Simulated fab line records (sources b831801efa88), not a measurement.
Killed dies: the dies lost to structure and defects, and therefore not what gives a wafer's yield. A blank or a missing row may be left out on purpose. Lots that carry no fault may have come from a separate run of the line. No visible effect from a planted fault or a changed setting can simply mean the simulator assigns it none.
fab line records	flow gf180mcu
record: lots: 5	wafers: 15	last-day: 35
route steps=602 shown V3@445 M4@456 V4@476
lots untouched by any fault: they come from a run of this same line in which no faults occurred
start-h: the number of hours between the record's first day and the start of the first shown wafer of the lot	wait-h: how many hours have passed since the lot's step before this one	" as in the row above	L1.1+2: several wafers, shown together as one row	- no value, or no start given	* or withheld: withheld	< > ~ a bound
route shown NAME@n: names a module that has steps shown in the file, with the first one's number in the route	usual: the fault-free wafers' mean and standard deviation	same: alike in all rows	chamber/n: place in a boat	sites: the reading at each site	_std_site: the standard deviation of these	_edge_site: the outer-site mean with the inner-site mean subtracted	radius-mm: for every site, how far away it sits from the centre of the wafer	mask NAME#n: copy n	behind: the most recent tool/chamber to have shaped the wafer	hold: cause of the lot's hold/its duration in hours/its outcome	device: the n, p or np transistor that did not switch	end of line: tests of these same wafers at the route's end	a step without rows: its recipe alone	killed: not the wafer's yield, but the dies lost to structure and defects at the first sort	map: the dies of a wafer, with x for killed, . for not killed, _ for no die there
set.NAME: the setting that was run; set.NAME@STEP: the one run at that earlier step	model.NAME: the simulator's own value behind a step, which no gauge read
certain route steps with their lots: each step a table, each wafer a row
services: when a tool's chamber went out of use (start-h, in hours from the record's first day, below 0 if earlier), for how many hours, and the reason
== steps ==
step: GF_V3_ETCH_16
recipe: chemistry: N2/H2	target-depth-a: withheld	overetch-a: withheld	time-s: withheld	target: BARC	ion-energy-ev: 200	source-w: 500	bias-w: 100	pressure-mtorr: 30	n2-flow-sccm: 100	h2-flow-sccm: 200
usual: drypump-motor-current-A: 5.7/0.46	oes-product-au: 0.855/0.0047	throttle-valve-pct: 13.226/0.0097
lot.wafer	tool	chamber	start-h	wait-h	drypump-motor-current-A	oes-product-au	throttle-valve-pct
L078.4	rie-diel-02	1	568.26	0.0	4.9	0.852	13.218
L078.5	"	3	"	"	5.1	0.849	13.236
L078.6	"	0	"	"	5.8	0.859	13.243
L085.3	rie-diel-04	0	627.20	0.0	5.4	0.852	13.232
L085.4	"	2	"	"	5.5	0.858	13.233
L085.5	"	1	"	"	5.9	0.860	13.226
L089.1	rie-diel-03	1	655.16	0.0	5.7	0.865	13.238
L089.5	"	1	"	"	5.8	0.852	13.230
L089.6	"	0	"	"	6.4	0.859	13.223
L093.1	rie-diel-03	2	681.40	0.0	6.2	0.852	13.219
L093.3	"	0	"	"	6.4	0.859	13.213
L093.5	"	1	"	"	5.8	0.852	13.209
L097.3	rie-diel-02	3	704.31	0.0	5.1	0.860	13.231
L097.5	"	2	"	"	5.7	0.861	13.227
L097.6	"	3	"	"	5.1	0.852	13.223
step: GF_V3_ETCH_17
recipe: chemistry: C4F8/O2/Ar	mask-material: KrF	target: SiO2	stop-on: TiN	source-w: 1500	bias-w: 1175	pressure-mtorr: 40	c4f8-flow-sccm: withheld	O2_flow_sccm: 6	Ar_flow_sccm: 300	time-s: withheld	target-depth-a: 6350
usual: oes-product-au: 0.855/0.0048
lot.wafer	tool	chamber	start-h	wait-h	oes-product-au
L078.4	rie-diel-02	1	-	-	0.856
L078.5	"	3	"	"	0.858
L078.6	"	0	"	"	0.847
L085.3	rie-diel-04	0	-	-	0.851
L085.4	"	2	"	"	0.850
L085.5	"	1	"	"	0.861
L089.1	rie-diel-03	1	-	-	0.852
L089.5	"	1	"	"	0.856
L089.6	"	0	"	"	0.851
L093.1	rie-diel-03	2	-	-	0.856
L093.3	"	0	"	"	0.848
L093.5	"	1	"	"	0.846
L097.3	rie-diel-02	3	-	-	0.860
L097.5	"	2	"	"	0.841
L097.6	"	3	"	"	0.859
step: GF_V3_STRIP_18
recipe: chemistry: O2/N2	power-w: 1400	pressure-mtorr: 1500	platen-temp-c: 250	o2-flow-sccm: 3000	n2-flow-sccm: 300	overash-fraction: 0.5
usual: drypump-motor-current-A: 5.6/0.39	heater-power-w: 327/45	oes-product-au: 0.592/0.0046
lot.wafer	tool	chamber	start-h	wait-h	drypump-motor-current-A	heater-power-w	oes-product-au	rf-hours-counter-h
L078.4	plasma-asher-01	0	568.42	-	5.6	265	0.593	-
L078.5	"	1	"	"	5.1	316	0.602	-
L078.6	"	0	"	"	5.6	264	0.590	-
L085.3	plasma-asher-01	0	627.36	-	5.6	267	0.589	-
L085.4	"	1	"	"	5.1	322	0.581	-
L085.5	"	0	"	"	5.6	259	0.596	-
L089.1	plasma-asher-02	0	655.29	-	6.5	389	0.598	59
L089.5	"	0	"	"	6.5	395	0.592	-
L089.6	"	1	"	"	6.1	305	0.590	-
L093.1	plasma-asher-01	0	681.52	-	5.6	260	0.599	25
L093.3	"	1	"	"	5.1	326	0.594	-
L093.5	"	1	"	"	5.1	315	0.589	-
L097.3	plasma-asher-01	0	704.47	-	5.6	266	0.590	-
L097.5	"	0	"	"	5.6	269	0.599	-
L097.6	"	1	"	"	5.1	324	0.595	-
step: GF_V3_STRIP_19
recipe: chemistry: post-etch-residue-remover	time-s: 1200	temp-c: 72.5
lot.wafer	tool	chamber	start-h	wait-h
L078.4+5+6	wet-bench-04	2	568.49	0.0
L085.3+4+5	wet-bench-02	3	627.43	0.0
L089.1+5+6	wet-bench-02	1	655.39	0.1
L093.1+3+5	wet-bench-04	1	681.62	0.1
L097.3+5+6	wet-bench-03	0	704.54	0.0
step: GF_V3_CLEAN_20
recipe: chemistry: DIW	dry: n2-spin
lot.wafer	tool	chamber	start-h	wait-h
L078.4+5+6	wet-bench-02	2	568.83	0.0
L085.3+4+5	wet-bench-04	3	627.77	0.0
L089.1+5+6	wet-bench-04	2	655.73	0.0
L093.1+3+5	wet-bench-02	2	681.97	0.0
L097.3+5+6	wet-bench-02	2	704.88	0.0
step: GF_V3_SPUTTER_21
recipe: material: Ti	target-thk-nm: 15	chamber-pressure-pa: 5	power-w: 2500	substrate-temp-c: 200	time-s: 80.02
usual: throttle-valve-pct: 30.0/0.88
lot.wafer	tool	chamber	start-h	wait-h	throttle-valve-pct
L078.4	pvd-sputter-03	-	568.93	0.0	30.0
L078.5	"	-	"	"	31.0
L078.6	"	-	"	"	29.1
L085.3	pvd-sputter-03	-	627.86	0.0	29.1
L085.4	"	-	"	"	29.9
L085.5	"	-	"	"	29.2
L089.1	pvd-sputter-03	-	655.83	0.0	31.2
L089.5	"	-	"	"	29.9
L089.6	"	-	"	"	31.1
L093.1	pvd-sputter-02	-	682.15	0.0	29.4
L093.3	"	-	"	"	30.1
L093.5	"	-	"	"	29.1
L097.3	pvd-sputter-02	-	704.97	0.0	30.1
L097.5	"	-	"	"	29.0
L097.6	"	-	"	"	29.3
step: GF_V3_SPUTTER_22
recipe: material: TiN	target-thk-nm: 10	chamber-pressure-pa: 5	power-w: 4000	time-s: 40
usual: throttle-valve-pct: 30.0/0.85
lot.wafer	tool	chamber	start-h	wait-h	throttle-valve-pct
L078.4	pvd-sputter-03	-	568.99	0.0	30.1
L078.5	"	-	"	"	31.1
L078.6	"	-	"	"	29.1
L085.3	pvd-sputter-03	-	627.92	0.0	29.2
L085.4	"	-	"	"	29.9
L085.5	"	-	"	"	29.3
L089.1	pvd-sputter-03	-	655.89	0.0	31.1
L089.5	"	-	"	"	30.2
L089.6	"	-	"	"	31.0
L093.1	pvd-sputter-02	-	682.21	0.0	29.2
L093.3	"	-	"	"	30.1
L093.5	"	-	"	"	29.3
L097.3	pvd-sputter-02	-	705.03	0.0	30.0
L097.5	"	-	"	"	29.1
L097.6	"	-	"	"	29.3
step: GF_V3_CVD_23
recipe: material: W	target-thk-nm: 350	time-s: 104.9	temp-c: 400	pressure-torr: 40
usual: heater-power-w: 880/34
lot.wafer	tool	chamber	start-h	wait-h	heater-power-w
L078.4	cvd-w-02	0	569.14	0.1	880
L078.5	"	0	"	"	875
L078.6	"	0	"	"	893
L085.3	cvd-w-02	0	628.00	0.1	907
L085.4	"	1	"	"	889
L085.5	"	0	"	"	915
L089.1	cvd-w-01	0	655.93	0.0	832
L089.5	"	1	"	"	929
L089.6	"	0	"	"	858
L093.1	cvd-w-01	1	682.25	0.0	932
L093.3	"	1	"	"	909
L093.5	"	0	"	"	843
L097.3	cvd-w-01	1	705.11	0.1	922
L097.5	"	0	"	"	848
L097.6	"	1	"	"	896
step: GF_V3_RS_MEAS_24
recipe: thk-meas-gauge: four-point-probe	reads: W_of_V3_CVD_23+TiN_of_V3_SPUTTER_22+Ti_of_V3_SPUTTER_21
usual: V3_W_RS: 0.331/0.0032
lot.wafer	tool	chamber	start-h	wait-h	V3_W_RS[ohm/sq]
L078.4	film-metro-03	-	569.31	0.1	0.332
L078.5	"	-	"	"	0.335
L078.6	"	-	"	"	0.331
L085.3	film-metro-03	-	628.11	0.1	0.335
L085.4	"	-	"	"	0.331
L085.5	"	-	"	"	0.334
L089.1	film-metro-04	-	656.04	0.1	0.340
L089.5	"	-	"	"	0.340
L089.6	"	-	"	"	0.337
L093.1	film-metro-03	-	682.36	0.1	0.335
L093.3	"	-	"	"	0.338
L093.5	"	-	"	"	0.333
L097.3	film-metro-04	-	705.22	0.1	0.338
L097.5	"	-	"	"	0.327
L097.6	"	-	"	"	0.332
step: GF_V3_THK_MEAS_25
recipe: thk-meas-gauge: xrf	reads: W_of_V3_CVD_23
usual: V3_W_THK: 334/4.8
lot.wafer	tool	chamber	start-h	wait-h	V3_W_THK[nm]
L078.4	film-metro-03	-	569.40	0.1	334
L078.5	"	-	"	"	331
L078.6	"	-	"	"	336
L085.3	film-metro-03	-	628.21	0.1	337
L085.4	"	-	"	"	340
L085.5	"	-	"	"	337
L089.1	film-metro-04	-	656.16	0.1	321
L089.5	"	-	"	"	321
L089.6	"	-	"	"	324
L093.1	film-metro-03	-	682.48	0.1	332
L093.3	"	-	"	"	330
L093.5	"	-	"	"	334
L097.3	film-metro-04	-	705.32	0.1	324
L097.5	"	-	"	"	334
L097.6	"	-	"	"	326
step: GF_V3_CMP_26
recipe: stop-on: SiO2	down-force-psi: 3.5	platen-rpm: 60	t-overpolish-s: 15	target-thk-nm: 0	pad-velocity-m-s: 0.94248
usual: motor-current-A: 11.5/0.97	overpolish-run-s: 15.001/0.0098	time-to-endpoint-s: 83/3.5
lot.wafer	tool	chamber	start-h	wait-h	motor-current-A	overpolish-run-s	time-to-endpoint-s
L078.4	cmp-01	0	569.43	0.0	11.8	15.014	86
L078.5	"	0	"	"	11.2	15.004	84
L078.6	"	1	"	"	11.4	15.003	82
L085.3	cmp-02	2	628.30	0.1	10.7	14.996	79
L085.4	"	3	"	"	10.1	14.991	88
L085.5	"	1	"	"	11.8	15.011	84
L089.1	cmp-01	1	656.32	0.1	11.9	14.989	84
L089.6	"	3	"	"	12.9	14.998	85
L089.5	"	0	"	"	11.6	15.007	85
L093.3	cmp-02	3	682.59	0.1	10.1	14.991	82
L093.1	"	0	"	"	12.1	14.987	76
L093.5	"	2	"	"	11.0	14.995	77
L097.3	cmp-02	1	705.46	0.1	11.9	14.996	83
L097.6	"	3	"	"	10.0	14.996	84
L097.5	"	0	"	"	11.7	15.006	79
step: GF_M4_SPUTTER_00
recipe: material: Ti	target-thk-nm: 37.5	arriving-ion-energy-ev: 80	substrate-temp-c: 200	chamber-pressure-pa: 2	power-w: 4000	time-s: 150
usual: throttle-valve-pct: 29.8/0.74
lot.wafer	tool	chamber	start-h	wait-h	throttle-valve-pct
L078.4	pvd-sputter-01	-	569.73	0.2	29.3
L078.5	"	-	"	"	30.6
L078.6	"	-	"	"	28.7
L085.3	pvd-sputter-02	-	628.55	0.2	29.0
L085.4	"	-	"	"	29.0
L085.5	"	-	"	"	30.1
L089.1	pvd-sputter-02	-	656.52	0.1	30.4
L089.5	"	-	"	"	29.2
L089.6	"	-	"	"	29.7
L093.1	pvd-sputter-01	-	682.84	0.1	30.6
L093.3	"	-	"	"	28.7
L093.5	"	-	"	"	30.4
L097.3	pvd-sputter-01	-	705.66	0.1	30.6
L097.5	"	-	"	"	28.8
L097.6	"	-	"	"	30.4
step: GF_M4_SPUTTER_01
recipe: material: TiN	target-thk-nm: 30	power-w: 6500	time-s: 25	chamber-pressure-pa: 0.4
usual: throttle-valve-pct: 29.8/0.75
lot.wafer	tool	chamber	start-h	wait-h	throttle-valve-pct
L078.4	pvd-sputter-01	-	569.83	0.1	29.3
L078.5	"	-	"	"	30.4
L078.6	"	-	"	"	29.2
L085.3	pvd-sputter-02	-	628.65	0.1	29.0
L085.4	"	-	"	"	29.0
L085.5	"	-	"	"	30.0
L089.1	pvd-sputter-02	-	656.62	0.1	30.4
L089.5	"	-	"	"	29.2
L089.6	"	-	"	"	30.1
L093.1	pvd-sputter-01	-	682.94	0.1	30.5
L093.3	"	-	"	"	28.7
L093.5	"	-	"	"	30.5
L097.3	pvd-sputter-01	-	705.76	0.1	30.7
L097.5	"	-	"	"	29.1
L097.6	"	-	"	"	30.5
step: GF_M4_SPUTTER_02
recipe: material: AlCu	target-thk-nm: 450	power-w: 10600	time-s: 23.9	chamber-pressure-pa: 0.4
usual: throttle-valve-pct: 29.8/0.73
lot.wafer	tool	chamber	start-h	wait-h	throttle-valve-pct
L078.4	pvd-sputter-01	-	569.87	0.0	29.4
L078.5	"	-	"	"	30.4
L078.6	"	-	"	"	29.2
L085.3	pvd-sputter-02	-	628.68	0.0	29.1
L085.4	"	-	"	"	29.1
L085.5	"	-	"	"	29.9
L089.1	pvd-sputter-02	-	656.65	0.0	30.3
L089.5	"	-	"	"	28.9
L089.6	"	-	"	"	29.9
L093.1	pvd-sputter-01	-	682.97	0.0	30.7
L093.3	"	-	"	"	28.8
L093.5	"	-	"	"	30.3
L097.3	pvd-sputter-01	-	705.79	0.0	30.9
L097.5	"	-	"	"	29.0
L097.6	"	-	"	"	30.5
step: GF_M4_SPUTTER_03
recipe: material: Ti	target-thk-nm: 10	substrate-temp-c: 300	chamber-pressure-pa: 0.3	power-w: 3000	time-s: 6.7
usual: throttle-valve-pct: 29.8/0.72
lot.wafer	tool	chamber	start-h	wait-h	throttle-valve-pct
L078.4	pvd-sputter-01	-	569.90	0.0	29.7
L078.5	"	-	"	"	30.6
L078.6	"	-	"	"	29.1
L085.3	pvd-sputter-02	-	628.71	0.0	29.4
L085.4	"	-	"	"	29.0
L085.5	"	-	"	"	29.9
L089.1	pvd-sputter-02	-	656.68	0.0	30.4
L089.5	"	-	"	"	29.1
L089.6	"	-	"	"	30.0
L093.1	pvd-sputter-01	-	683.00	0.0	30.6
L093.3	"	-	"	"	29.1
L093.5	"	-	"	"	30.6
L097.3	pvd-sputter-01	-	705.82	0.0	30.7
L097.5	"	-	"	"	29.0
L097.6	"	-	"	"	30.4
step: GF_M4_SPUTTER_04
recipe: material: TiN	target-thk-nm: 50	power-w: 6500	time-s: 41.7	chamber-pressure-pa: 0.4
usual: throttle-valve-pct: 29.8/0.72
lot.wafer	tool	chamber	start-h	wait-h	throttle-valve-pct
L078.4	pvd-sputter-01	-	569.92	0.0	29.5
L078.5	"	-	"	"	30.6
L078.6	"	-	"	"	28.8
L085.3	pvd-sputter-02	-	628.73	0.0	29.2
L085.4	"	-	"	"	28.9
L085.5	"	-	"	"	30.0
L089.1	pvd-sputter-02	-	656.70	0.0	30.3
L089.5	"	-	"	"	29.3
L089.6	"	-	"	"	29.9
L093.1	pvd-sputter-01	-	683.02	0.0	30.4
L093.3	"	-	"	"	28.8
L093.5	"	-	"	"	30.4
L097.3	pvd-sputter-01	-	705.84	0.0	30.6
L097.5	"	-	"	"	29.1
L097.6	"	-	"	"	30.8
step: GF_M4_RS_MEAS_05
recipe: thk-meas-gauge: four-point-probe	reads: TiN_of_M4_SPUTTER_04+Ti_of_M4_SPUTTER_03+AlCu_of_M4_SPUTTER_02+TiN_of_M4_SPUTTER_01+Ti_of_M4_SPUTTER_00
usual: M4_ALCU_RS: 0.0694/0.00068
lot.wafer	tool	chamber	start-h	wait-h	M4_ALCU_RS[ohm/sq]
L078.4	film-metro-01	-	570.02	0.1	0.0682
L078.5	"	-	"	"	0.0683
L078.6	"	-	"	"	0.0680
L085.3	film-metro-02	-	628.81	0.1	0.0703
L085.4	"	-	"	"	0.0705
L085.5	"	-	"	"	0.0699
L089.1	film-metro-01	-	656.74	0.0	0.0687
L089.5	"	-	"	"	0.0701
L089.6	"	-	"	"	0.0696
L093.1	film-metro-04	-	683.06	0.0	0.0686
L093.3	"	-	"	"	0.0691
L093.5	"	-	"	"	0.0684
L097.3	film-metro-04	-	705.92	0.1	0.0696
L097.5	"	-	"	"	0.0690
L097.6	"	-	"	"	0.0692
step: GF_M4_THK_MEAS_06
recipe: thk-meas-gauge: xrf	reads: AlCu_of_M4_SPUTTER_02
usual: M4_ALCU_THK: 453/4.6
lot.wafer	tool	chamber	start-h	wait-h	M4_ALCU_THK[nm]
L078.4	film-metro-01	-	570.11	0.1	459
L078.5	"	-	"	"	463
L078.6	"	-	"	"	463
L085.3	film-metro-02	-	628.91	0.1	448
L085.4	"	-	"	"	448
L085.5	"	-	"	"	450
L089.1	film-metro-01	-	656.86	0.1	461
L089.5	"	-	"	"	453
L089.6	"	-	"	"	456
L093.1	film-metro-04	-	683.18	0.1	455
L093.3	"	-	"	"	454
L093.5	"	-	"	"	458
L097.3	film-metro-04	-	706.02	0.1	448
L097.5	"	-	"	"	454
L097.6	"	-	"	"	451
step: GF_M4_DEHYDRATE_07
recipe: temp-c: 200	time-s: 60
usual: exhaust-pa: 45.0/0.94	plate-temp-C: 200.03/0.17
lot.wafer	tool	chamber	start-h	wait-h	exhaust-pa	plate-temp-C
L078.4	litho-track-01	0	580.57	10.5	45.6	200.14
L078.5	"	0	"	"	43.9	199.95
L078.6	"	0	"	"	45.6	199.65
L085.3	litho-track-02	0	637.90	9.0	47.0	200.12
L085.4	"	0	"	"	44.9	199.82
L085.5	"	0	"	"	45.0	199.77
L089.1	litho-track-02	0	665.55	8.7	44.0	200.32
L089.5	"	0	"	"	44.8	200.11
L089.6	"	0	"	"	45.1	199.89
L093.1	litho-track-02	0	692.45	9.3	44.7	200.18
L093.3	"	0	"	"	44.2	200.18
L093.5	"	0	"	"	44.6	200.03
L097.3	litho-track-01	0	715.19	9.2	45.1	200.00
L097.5	"	0	"	"	44.4	199.92
L097.6	"	0	"	"	45.6	199.72
step: GF_M4_HMDS_08
recipe: prime-time-s: 60	prime-temp-c: 120
usual: exhaust-pa: 45.0/0.78
lot.wafer	tool	chamber	start-h	wait-h	exhaust-pa
L078.4	litho-track-01	0	580.72	0.1	45.1
L078.5	"	0	"	"	44.9
L078.6	"	0	"	"	44.8
L085.3	litho-track-02	0	638.05	0.1	43.0
L085.4	"	0	"	"	44.0
L085.5	"	0	"	"	42.6
L089.1	litho-track-02	0	665.70	0.1	44.9
L089.5	"	0	"	"	45.4
L089.6	"	0	"	"	44.7
L093.1	litho-track-02	0	692.60	0.1	45.0
L093.3	"	0	"	"	44.4
L093.5	"	0	"	"	45.6
L097.3	litho-track-01	0	715.34	0.1	46.0
L097.5	"	0	"	"	45.1
L097.6	"	0	"	"	45.0
step: GF_M4_COAT_09
recipe: resist: KrF	spin-rpm: withheld	resist-thk-nm: 1000
usual: exhaust-pa: 45.0/0.85
lot.wafer	tool	chamber	start-h	wait-h	exhaust-pa
L078.4	litho-track-01	0	580.87	0.1	44.4
L078.5	"	0	"	"	44.1
L078.6	"	0	"	"	44.7
L085.3	litho-track-02	0	638.20	0.1	45.4
L085.4	"	0	"	"	47.0
L085.5	"	0	"	"	46.4
L089.1	litho-track-02	0	665.85	0.1	44.2
L089.5	"	0	"	"	45.6
L089.6	"	0	"	"	44.3
L093.1	litho-track-02	0	692.75	0.1	46.4
L093.3	"	0	"	"	45.3
L093.5	"	0	"	"	44.5
L097.3	litho-track-01	0	715.49	0.1	45.2
L097.5	"	0	"	"	46.0
L097.6	"	0	"	"	43.7
step: GF_M4_SOFTBAKE_10
recipe: temp-c: 130	time-s: 60	resist: KrF
usual: exhaust-pa: 44.9/0.88	plate-temp-C: 130.00/0.13
lot.wafer	tool	chamber	start-h	wait-h	exhaust-pa	plate-temp-C
L078.4	litho-track-01	0	581.02	0.1	44.0	129.80
L078.5	"	0	"	"	43.0	129.74
L078.6	"	0	"	"	43.7	130.08
L085.3	litho-track-02	0	638.35	0.1	45.1	130.04
L085.4	"	0	"	"	45.3	130.23
L085.5	"	0	"	"	44.1	130.30
L089.1	litho-track-02	0	666.00	0.1	44.1	129.76
L089.5	"	0	"	"	43.4	130.04
L089.6	"	0	"	"	44.7	129.65
L093.1	litho-track-02	0	692.90	0.1	44.9	130.02
L093.3	"	0	"	"	44.0	129.98
L093.5	"	0	"	"	45.3	129.80
L097.3	litho-track-01	0	715.64	0.1	45.1	129.90
L097.5	"	0	"	"	43.8	129.91
L097.6	"	0	"	"	45.4	129.93
step: GF_M4_EXPOSE_11
recipe: mask-id: Metal4	target-cd-nm: 280	na: 0.68	source-shape: conventional	sigma-outer: 0.6	dose-mj: 28
lot.wafer	tool	chamber	start-h	wait-h	mask
L078.4+5+6	krf-scanner-01	0	-	-	Metal4#0
L085.3+4+5	krf-scanner-02	0	-	-	Metal4#0
L089.1+5+6	krf-scanner-01	0	-	-	Metal4#0
L093.1+3+5	krf-scanner-02	0	-	-	Metal4#0
L097.3+5+6	krf-scanner-01	0	-	-	Metal4#0
step: GF_M4_PEB_12
recipe: peb-temp-c: 135	peb-time-s: 90	resist: KrF
usual: exhaust-pa: 44.9/0.8	plate-temp-C: 135.05/0.14
same: peb-time-s: 90
lot.wafer	tool	chamber	start-h	wait-h	exhaust-pa	plate-temp-C
L078.4	litho-track-01	0	-	-	44.7	135.12
L078.5	"	0	"	"	46.5	134.97
L078.6	"	0	"	"	45.6	135.14
L085.3	litho-track-02	0	-	-	44.1	135.09
L085.4	"	0	"	"	43.9	135.01
L085.5	"	0	"	"	44.2	134.85
L089.1	litho-track-01	0	-	-	46.1	135.07
L089.5	"	0	"	"	45.7	134.94
L089.6	"	0	"	"	45.4	135.20
L093.1	litho-track-01	0	-	-	45.0	135.08
L093.3	"	0	"	"	46.3	134.98
L093.5	"	0	"	"	45.2	135.09
L097.3	litho-track-03	0	-	-	43.2	135.06
L097.5	"	0	"	"	44.4	135.15
L097.6	"	0	"	"	44.9	134.87
step: GF_M4_DEVELOP_13
recipe: develop-time-s: 60	dev-temp-c: 21
usual: exhaust-pa: 45.1/0.97
lot.wafer	tool	chamber	start-h	wait-h	exhaust-pa
L078.4	litho-track-01	0	592.12	0.1	46.2
L078.5	"	0	"	"	45.4
L078.6	"	0	"	"	45.7
L085.3	litho-track-02	0	648.75	0.1	43.7
L085.4	"	0	"	"	45.6
L085.5	"	0	"	"	45.2
L089.1	litho-track-01	0	676.54	0.2	45.7
L089.5	"	0	"	"	44.7
L089.6	"	0	"	"	45.4
L093.1	litho-track-01	0	702.14	0.2	44.9
L093.3	"	0	"	"	45.5
L093.5	"	0	"	"	43.6
L097.3	litho-track-03	0	724.40	0.1	45.4
L097.5	"	0	"	"	45.1
L097.6	"	0	"	"	45.1
step: GF_M4_CD_MEAS_14
recipe: target-cd-nm: 280
usual: cd-nm: 279.6/1.1
lot.wafer	tool	chamber	start-h	wait-h	cd-nm
L078.4	cd-sem-01	-	592.25	0.1	280.0
L078.5	"	-	"	"	279.9
L078.6	"	-	"	"	280.9
L085.3	cd-sem-02	-	648.89	0.1	280.5
L085.4	"	-	"	"	281.7
L085.5	"	-	"	"	281.4
L089.1	cd-sem-01	-	676.69	0.1	279.7
L089.5	"	-	"	"	279.6
L089.6	"	-	"	"	279.6
L093.1	cd-sem-01	-	702.29	0.1	277.7
L093.3	"	-	"	"	276.5
L093.5	"	-	"	"	277.8
L097.3	cd-sem-02	-	724.54	0.1	279.5
L097.5	"	-	"	"	280.0
L097.6	"	-	"	"	279.1
step: GF_M4_OVL_MEAS_15
usual: M4_OVL: 2/5.5
lot.wafer	tool	chamber	start-h	wait-h	M4_OVL[nm]
L078.4	overlay-01	-	592.33	0.1	4
L078.5	"	-	"	"	-3
L078.6	"	-	"	"	-2
L085.3	overlay-01	-	648.98	0.1	-3
L085.4	"	-	"	"	2
L085.5	"	-	"	"	-9
L089.1	overlay-01	-	676.81	0.1	-5
L089.5	"	-	"	"	1
L089.6	"	-	"	"	12
L093.1	overlay-01	-	702.41	0.1	-4
L093.3	"	-	"	"	-1
L093.5	"	-	"	"	-3
L097.3	overlay-02	-	724.63	0.1	11
L097.5	"	-	"	"	3
L097.6	"	-	"	"	-1
step: GF_M4_METAL_ETCH_16
recipe: chemistry: Cl2/BCl3	mask-material: KrF	target-depth-nm: 627.5	stop-on: SiO2	pressure-mtorr: 8	icp-w: 800	bias-w: 140	Cl2_flow_sccm: 80	bcl3-flow-sccm: 40	time-s: 104.6
usual: drypump-motor-current-A: 5.6/0.44	oes-product-au: 0.972/0.0062	throttle-valve-pct: 28.250/0.0095
lot.wafer	tool	chamber	start-h	wait-h	drypump-motor-current-A	oes-product-au	rf-hours-counter-h	throttle-valve-pct
L078.4	rie-metal-04	1	592.38	0.0	5.7	0.983	-	28.250
L078.5	"	1	"	"	5.7	0.971	-	28.241
L078.6	"	0	"	"	6.3	0.981	-	28.250
L085.3	rie-metal-04	1	649.04	0.1	5.7	0.964	-	28.248
L085.4	"	0	"	"	6.3	0.966	-	28.257
L085.5	"	1	"	"	5.7	0.966	-	28.254
L089.1	rie-metal-03	0	676.85	0.0	5.1	0.969	7.7	28.253
L089.5	"	0	"	"	5.1	0.960	-	28.259
L089.6	"	1	"	"	5.9	0.968	-	28.240
L093.1	rie-metal-01	1	702.45	0.0	5.1	0.984	6.4	28.270
L093.3	"	1	"	"	5.2	0.965	-	28.246
L093.5	"	1	"	"	5.2	0.983	-	28.233
L097.3	rie-metal-03	1	724.69	0.1	5.9	0.973	-	28.251
L097.5	"	0	"	"	5.0	0.974	-	28.257
L097.6	"	1	"	"	5.9	0.973	-	28.247
step: GF_M4_STRIP_17
recipe: chemistry: O2/N2	power-w: 1400	pressure-mtorr: 1500	platen-temp-c: 250	o2-flow-sccm: 3000	n2-flow-sccm: 300	overash-fraction: 0.5
usual: drypump-motor-current-A: 5.62/0.29	heater-power-w: 307/36	oes-product-au: 0.557/0.0051	strip-time-to-endpoint-s: 7.86/0.049
lot.wafer	tool	chamber	start-h	wait-h	drypump-motor-current-A	heater-power-w	oes-product-au	rf-hours-counter-h	strip-time-to-endpoint-s
L078.4	plasma-asher-04	0	592.49	0.1	5.64	349	0.553	-	7.73
L078.5	"	1	"	"	5.46	390	0.552	-	7.77
L078.6	"	0	"	"	5.68	342	0.556	-	7.76
L085.3	plasma-asher-03	0	649.15	0.1	6.03	306	0.552	-	7.82
L085.4	"	1	"	"	5.63	287	0.559	-	7.85
L085.5	"	1	"	"	5.62	281	0.552	-	7.81
L089.1	plasma-asher-03	1	676.96	0.1	5.61	291	0.564	90	7.91
L089.5	"	0	"	"	6.08	303	0.551	-	7.86
L089.6	"	1	"	"	5.63	284	0.555	-	7.90
L093.1	plasma-asher-03	0	702.56	0.1	6.04	288	0.561	92	7.83
L093.3	"	0	"	"	6.06	296	0.555	-	7.89
L093.5	"	0	"	"	6.05	293	0.562	-	7.87
L097.3	plasma-asher-03	1	724.80	0.1	5.58	280	0.559	-	7.88
L097.5	"	0	"	"	6.02	302	0.551	-	7.87
L097.6	"	1	"	"	5.61	285	0.560	-	7.86
step: GF_M4_STRIP_18
recipe: chemistry: post-etch-residue-remover	time-s: 1200	temp-c: 72.5
lot.wafer	tool	chamber	start-h	wait-h
L078.4+5+6	wet-bench-01	3	592.56	0.0
L085.3+4+5	wet-bench-03	2	649.21	0.0
L089.1+5+6	wet-bench-04	1	677.06	0.1
L093.1+3+5	wet-bench-03	0	702.66	0.1
L097.3+5+6	wet-bench-01	2	724.87	0.0
step: GF_M4_CLEAN_19
recipe: chemistry: DIW	dry: n2-spin
lot.wafer	tool	chamber	start-h	wait-h
L078.4+5+6	wet-bench-03	1	593.24	0.0
L085.3+4+5	wet-bench-04	2	649.59	0.0
L089.1+5+6	wet-bench-03	0	677.43	0.0
L093.1+3+5	wet-bench-01	0	703.00	0.0
L097.3+5+6	wet-bench-03	3	725.21	0.0
step: GF_V4_CVD_00
recipe: material: SiO2	target-thk-nm: 600	sigma-open-frac: 0.3	temp-c: 400	time-s: 100	sih4-flow-sccm: 60	pressure-mtorr: 6
usual: sih4-flow-sccm: 60.00/0.18
lot.wafer	tool	chamber	start-h	wait-h	sih4-flow-sccm
L078.4	hdpcvd-01	2	593.37	0.0	60.19
L078.5	"	1	"	"	59.86
L078.6	"	0	"	"	60.30
L085.3	hdpcvd-01	1	649.68	0.0	60.39
L085.4	"	0	"	"	60.16
L085.5	"	1	"	"	60.28
L089.1	hdpcvd-02	0	677.53	0.0	60.05
L089.5	"	2	"	"	59.89
L089.6	"	0	"	"	59.99
L093.1	hdpcvd-01	2	703.09	0.0	59.78
L093.3	"	1	"	"	60.02
L093.5	"	0	"	"	59.98
L097.3	hdpcvd-02	1	725.31	0.0	59.95
L097.5	"	2	"	"	59.85
L097.6	"	0	"	"	59.73
== services ==
tool	chamber	start-h	hours	kind
krf-scanner-02	-	547.84	4.4	pm
cvd-w-02	1	548.56	22.7	repair
plasma-asher-01	-	548.90	13.9	pm
rie-metal-04	0	551.64	8.8	repair
pvd-sputter-01	-	553.56	1.0	repair
cvd-w-01	-	560.96	6.9	pm
rie-diel-02	2	571.30	4.1	repair
hdpcvd-01	-	576.38	15.0	pm
krf-scanner-01	-	603.32	1.0	pm
krf-scanner-01	-	617.84	0.8	pm
krf-scanner-01	-	628.61	1.3	pm
plasma-asher-03	-	632.86	4.0	pm
krf-scanner-01	-	640.89	0.5	repair
wet-bench-02	-	643.59	5.2	repair
pvd-sputter-02	-	645.18	3.2	repair
cmp-02	-	657.38	1.3	repair
cmp-02	-	663.98	0.4	repair
pvd-sputter-02	-	675.39	3.6	repair
rie-diel-03	3	680.05	63.3	repair
cmp-02	-	691.98	1.1	repair
rie-diel-03	1	699.38	3.5	repair
krf-scanner-01	-	699.79	1.5	pm
krf-scanner-01	-	706.83	2.0	repair
cmp-02	-	724.10	4.9	pm
== key ==
fault none
